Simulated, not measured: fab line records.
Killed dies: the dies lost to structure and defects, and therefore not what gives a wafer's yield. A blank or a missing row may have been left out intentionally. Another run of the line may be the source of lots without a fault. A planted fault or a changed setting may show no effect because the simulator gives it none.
Chamber matching | flow gf180mcu | 3 sister chambers for GF_MIM_CVD_05 on pecvd-01
The step deposits Si3N4, target thk 42 nm, time 29.086 s. 6 wafers are shown with their chamber, then 7 later ones without.

WAFERS, EACH WITH ITS CHAMBER
wafer  | chamber | heater_power_w (W)
L520.1 | 0       | 699
L520.4 | 1       | 419
L521.2 | 2       | 703
L521.3 | 1       | 451
L521.6 | 2       | 709
L522.2 | 0       | 727

WAFERS WITHOUT THEIR CHAMBER
wafer  | heater_power_w (W)
L522.3 | 492
L523.3 | 677
L523.5 | 690
L523.6 | 713
L525.1 | 499
L525.3 | 746
L525.4 | 498

EACH ONE'S CHAMBER
wafer  | from the rows above     | in truth
L522.3 | 1                       | 1
L523.3 | can't be placed: 2 or 0 | 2
L523.5 | can't be placed: 2 or 0 | 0
L523.6 | can't be placed: 0 or 2 | 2
L525.1 | 1                       | 1
L525.3 | can't be placed: 0 or 2 | 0
L525.4 | 1                       | 1
Correct placement for 3 of the 7. From these rows, 4 cannot be placed; in 4 the true chamber is one of the candidates. 0 placed wrongly.
How it was worked out, from the rows above alone: a wafer's distance from a chamber is the root of the sum, over the readings, of the square of ((its reading less the chamber's mean) divided by the reading's scatter). The wafer belongs to the nearest chamber; if the next one is less than 2 further off, it can't be placed. A chamber's mean is the mean of its shown wafers. The scatter: the root of (the sum of the squares of (reading less its chamber's mean) over the shown wafers, divided by (wafers less chambers)).
